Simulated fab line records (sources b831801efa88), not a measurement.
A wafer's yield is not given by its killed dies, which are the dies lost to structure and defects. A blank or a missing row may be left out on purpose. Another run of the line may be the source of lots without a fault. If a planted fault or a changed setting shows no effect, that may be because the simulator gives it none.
fab line records | flow sky130
record lots=13 wafers=39 lastDay=50
route steps=708 shown PWDE@52 NWELL@76 VT_ADJUST_HVTP@93 VT_ADJUST_LVTN@116
lots that met no fault: from a run of the same line without faults
startH: hours from the record's opening day to when the first of the lot's shown wafers began | waitH: hours since the lot's step before | " same as the row above | L1.1+2: several wafers, shown together as one row | - either no value or no given start | * or withheld: withheld | < > ~ a bound
route shown NAME@n: a module of which the file shows steps, and the number in the route of the first | usual: mean/standard deviation of fault-free wafers | same: alike in all rows | chamber/n: place in a boat | sites: each site's reading | _std_site: the standard deviation of these | _edge_site: outer sites' mean less inner sites' | radiusMm: how far each site lies from the wafer's centre | mask NAME#n: copy n | behind: the most recent tool/chamber to have shaped the wafer | hold: why the lot went on hold/how many hours it stayed there/how the hold came to an end | device: names the non-switching transistor (n, p or np) | end of line: tests run on the same wafers once the route is complete | step lacking rows: just its recipe | killed: dies lost to structure and defects at the first sort, not the wafer's yield | map: per-die view of a wafer (x killed, . not killed, _ where there is no die)
set.NAME: the run value of the setting; set.NAME@STEP: its run value at that earlier step | model.NAME: the simulator's own value behind a step, which no gauge read
one table for each step of the route and one row for each wafer, over a sample of lots
services: a tool's chamber out of use, with start hour (startH, from the record's first day; less than 0 if before it), hours out, and reason
## steps
# step SKY_PWDE_OVL_MEAS_07
# usual PWDE_OVL=0.0/1.4
# columns lot.wafer tool chamber startH waitH PWDE_OVL[nm]
L477.1 overlay-01 - 68.00 - -2.3
L477.5 " - " " -2.1
L477.6 " - " " -0.7
L479.1 overlay-01 - 81.40 - 2.0
L479.4 " - " " 0.4
L479.5 " - " " 0.1
L481.1 overlay-02 - 90.63 - 0.5
L481.3 " - " " 1.4
L481.4 " - " " -0.6
L482.2 overlay-01 - 97.94 - -0.5
L482.3 " - " " -2.7
L482.4 " - " " -1.4
L485.2 overlay-01 - 113.99 - 1.3
L485.4 " - " " 0.4
L485.5 " - " " -0.3
L489.1 overlay-01 - 135.25 - -1.7
L489.4 " - " " -1.8
L489.6 " - " " -2.1
L490.1 overlay-02 - 139.20 - -1.4
L490.2 " - " " -1.3
L490.5 " - " " -2.2
L493.2 overlay-01 - 156.54 - 0.4
L493.3 " - " " -0.2
L493.4 " - " " -0.4
L494.3 overlay-02 - 168.74 - 2.2
L494.5 " - " " 1.0
L494.6 " - " " 1.5
L495.1 overlay-02 - 175.13 - -0.3
L495.2 " - " " 0.3
L495.4 " - " " -2.0
L498.1 overlay-01 - 187.38 - -0.2
L498.2 " - " " -2.3
L498.3 " - " " -2.1
L499.2 overlay-02 - 191.89 - -2.7
L499.3 " - " " -1.3
L499.6 " - " " -1.6
L500.2 overlay-01 - 201.24 - 0.4
L500.4 " - " " 0.2
L500.6 " - " " -0.3
# step SKY_NWELL_OVL_MEAS_23
# usual NWELL_01_OVL=0.6/1.4
# columns lot.wafer tool chamber startH waitH NWELL_01_OVL[nm]
L477.1 overlay-01 - 103.13 - 0.4
L477.5 " - " " 1.1
L477.6 " - " " 0.2
L479.1 overlay-01 - 119.18 - 0.9
L479.4 " - " " 2.3
L479.5 " - " " 1.2
L481.1 overlay-02 - 127.88 - 2.2
L481.3 " - " " 2.0
L481.4 " - " " 1.7
L482.2 overlay-02 - 135.67 - 1.8
L482.3 " - " " 2.7
L482.4 " - " " 4.3
L485.2 overlay-01 - 150.44 - -1.3
L485.4 " - " " 0.3
L485.5 " - " " 0.8
L489.1 overlay-02 - 174.89 - 1.9
L489.4 " - " " 1.1
L489.6 " - " " 4.6
L490.1 overlay-02 - 178.93 - -2.2
L490.2 " - " " -1.0
L490.5 " - " " -1.1
L493.2 overlay-01 - 197.81 - -0.9
L493.3 " - " " -0.7
L493.4 " - " " -0.9
L494.3 overlay-02 - 210.39 - -0.4
L494.5 " - " " -0.7
L494.6 " - " " 0.7
L495.1 overlay-02 - 216.16 - 2.7
L495.2 " - " " 1.3
L495.4 " - " " 1.7
L498.1 overlay-01 - 230.98 - 0.5
L498.2 " - " " 0.7
L498.3 " - " " 0.7
L499.2 overlay-01 - 235.48 - 0.2
L499.3 " - " " -0.8
L499.6 " - " " 0.2
L500.2 overlay-01 - 246.42 - -1.8
L500.4 " - " " -1.7
L500.6 " - " " -0.7
# step SKY_VT_ADJUST_HVTP_OVL_MEAS_08
# usual VT_ADJUST_HVTP_OVL=1.4/1.2
# columns lot.wafer tool chamber startH waitH VT_ADJUST_HVTP_OVL[nm]
L477.1 overlay-02 - 121.52 0.1 1.8
L477.5 " - " " 1.8
L477.6 " - " " 1.9
L479.1 overlay-01 - 138.33 0.1 0.6
L479.4 " - " " -0.5
L479.5 " - " " 0.0
L481.1 overlay-01 - 146.75 0.1 0.6
L481.3 " - " " 1.3
L481.4 " - " " 1.4
L482.2 overlay-02 - 154.76 0.1 3.4
L482.3 " - " " 1.9
L482.4 " - " " 3.5
L485.2 overlay-02 - 171.41 0.1 2.3
L485.4 " - " " 3.8
L485.5 " - " " 3.0
L489.1 overlay-02 - 195.52 0.1 0.9
L489.4 " - " " 0.7
L489.6 " - " " -0.6
L490.1 overlay-02 - 200.38 0.1 1.6
L490.2 " - " " 0.9
L490.5 " - " " 2.2
L493.2 overlay-02 - 219.34 0.1 2.4
L493.3 " - " " 1.8
L493.4 " - " " 1.1
L494.3 overlay-01 - 233.41 0.1 0.9
L494.5 " - " " 2.7
L494.6 " - " " 1.1
L495.1 overlay-01 - 239.82 0.1 -0.3
L495.2 " - " " 0.3
L495.4 " - " " -0.5
L498.1 overlay-01 - 255.18 0.1 1.2
L498.2 " - " " 2.9
L498.3 " - " " 1.7
L499.2 overlay-02 - 259.76 0.1 3.6
L499.3 " - " " 2.7
L499.6 " - " " 2.7
L500.2 overlay-01 - 271.44 0.1 0.2
L500.4 " - " " 1.3
L500.6 " - " " 0.7
# step SKY_VT_ADJUST_LVTN_IMPLANT_19
# recipe species=B energyKev=30 doseCm2=6.5e+11 tiltDeg=withheld
# usual doseIonsCm2=6.5e+11/7e+08 faradayCurrentUA=3.66/0.073
# columns lot.wafer tool chamber startH waitH doseIonsCm2 faradayCurrentUA
L477.1 implanter-04 0 159.38 0.0 6.504e+11 3.57
L477.5 " 0 " " 6.502e+11 3.69
L477.6 " 0 " " 6.493e+11 3.64
L479.1 implanter-04 0 178.04 0.0 6.504e+11 3.79
L479.4 " 0 " " 6.502e+11 3.77
L479.5 " 0 " " 6.509e+11 3.76
L481.1 implanter-03 0 186.58 0.0 6.501e+11 3.70
L481.3 " 0 " " 6.497e+11 3.61
L481.4 " 0 " " 6.488e+11 3.74
L482.2 implanter-03 0 196.36 0.0 6.507e+11 3.74
L482.3 " 0 " " 6.506e+11 3.75
L482.4 " 0 " " 6.497e+11 3.78
L485.2 implanter-04 0 212.06 0.0 6.497e+11 3.73
L485.4 " 0 " " 6.491e+11 3.73
L485.5 " 0 " " 6.497e+11 3.50
L489.1 implanter-04 0 238.83 0.0 6.501e+11 3.56
L489.4 " 0 " " 6.513e+11 3.57
L489.6 " 0 " " 6.507e+11 3.57
L490.1 implanter-01 0 244.93 0.0 6.505e+11 3.76
L490.2 " 0 " " 6.495e+11 3.67
L490.5 " 0 " " 6.493e+11 3.70
L493.2 implanter-03 0 266.39 0.0 6.496e+11 3.59
L493.3 " 0 " " 6.504e+11 3.73
L493.4 " 0 " " 6.508e+11 3.71
L494.3 implanter-03 0 282.38 0.1 1.796e+11 1.03
L494.5 " 0 " " 1.796e+11 1.05
L494.6 " 0 " " 1.797e+11 0.99
L495.1 implanter-03 0 287.41 0.0 1.805e+11 0.97
L495.2 " 0 " " 1.81e+11 1.03
L495.4 " 0 " " 1.806e+11 1.01
L498.1 implanter-01 0 305.48 0.0 6.506e+11 3.56
L498.2 " 0 " " 6.501e+11 3.60
L498.3 " 0 " " 6.506e+11 3.57
L499.2 implanter-04 0 310.16 0.0 6.496e+11 3.58
L499.3 " 0 " " 6.499e+11 3.62
L499.6 " 0 " " 6.508e+11 3.67
L500.2 implanter-04 0 321.93 0.0 6.503e+11 3.73
L500.4 " 0 " " 6.51e+11 3.66
L500.6 " 0 " " 6.51e+11 3.59
# step SKY_VT_ADJUST_LVTN_TW_MEAS_21
# usual VT_ADJUST_LVTN_2_TW=187.9/1.2
# columns lot.wafer tool chamber startH waitH VT_ADJUST_LVTN_2_TW
L477.1 filmMetro-01 - 159.63 0.1 186.5
L477.5 " - " " 185.9
L477.6 " - " " 186.8
L479.1 filmMetro-02 - 178.29 0.1 189.2
L479.4 " - " " 189.3
L479.5 " - " " 189.8
L481.1 filmMetro-03 - 186.83 0.1 186.5
L481.3 " - " " 186.2
L481.4 " - " " 187.0
L482.2 filmMetro-03 - 196.59 0.1 187.3
L482.3 " - " " 187.2
L482.4 " - " " 187.3
L485.2 filmMetro-02 - 212.29 0.1 187.8
L485.4 " - " " 189.5
L485.5 " - " " 189.3
L489.1 filmMetro-03 - 239.08 0.1 186.5
L489.4 " - " " 186.8
L489.6 " - " " 186.7
L490.1 filmMetro-03 - 245.18 0.1 187.3
L490.2 " - " " 186.6
L490.5 " - " " 187.1
L493.2 filmMetro-03 - 266.62 0.1 188.0
L493.3 " - " " 188.5
L493.4 " - " " 188.4
L494.3 filmMetro-02 - 282.60 0.1 133.6
L494.5 " - " " 133.1
L494.6 " - " " 133.9
L495.1 filmMetro-01 - 287.66 0.1 133.0
L495.2 " - " " 132.5
L495.4 " - " " 132.9
L498.1 filmMetro-02 - 305.73 0.1 187.0
L498.2 " - " " 187.1
L498.3 " - " " 187.7
L499.2 filmMetro-02 - 310.39 0.1 187.9
L499.3 " - " " 188.2
L499.6 " - " " 187.6
L500.2 filmMetro-02 - 322.16 0.1 189.1
L500.4 " - " " 188.8
L500.6 " - " " 189.7
## services
# columns tool chamber startH hours kind
implanter-04 - 138.54 4.5 pm
implanter-01 - 143.30 56.3 repair
implanter-04 - 214.62 4.5 repair
implanter-01 - 228.37 2.1 repair
implanter-01 - 249.40 2.1 repair
implanter-03 - 259.18 1.1 repair
implanter-01 - 274.72 5.3 pm
implanter-04 - 281.28 1.7 repair
implanter-03 - 295.41 3.6 repair
implanter-01 - 299.72 2.3 repair
implanter-01 - 305.63 2.4 pm
## key
firstSign step=SKY_VT_ADJUST_LVTN_IMPLANT_19 reading=doseIonsCm2 direction=down sigmas=99+ usual=* struck=*
effect step=SKY_VT_ADJUST_LVTN_IMPLANT_19 reading=faradayCurrentUA direction=down sigmas=36 usual=3.66 struck=1.01
effect step=SKY_VT_ADJUST_LVTN_TW_MEAS_21 reading=VT_ADJUST_LVTN_2_TW direction=down sigmas=45 usual=187.9 struck=133.2
metAt SKY_VT_ADJUST_LVTN_IMPLANT_19
struckLots L494,L495
testerLeftOut L494,L495
notActingAt SKY_PWDE_OVL_MEAS_07,SKY_NWELL_OVL_MEAS_23,SKY_VT_ADJUST_HVTP_OVL_MEAS_08
onsetBetween 266.39 282.38
fault kind=processParameterDrift tool=implanter-03 chamber=- onsetH=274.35 steps=SKY_VT_ADJUST_LVTN_IMPLANT_19 channel=doseCm2 offset=* shape=step endH=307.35 actsIn=* stated=*
# testerLeftOut: of these lots the tester's yield and bins aren't shown, on N5 and GAA mostly nor the transistor test; their killed dies are dies lost to structure and defects alone, not to doping, threshold or leakage, so they don't give the yield
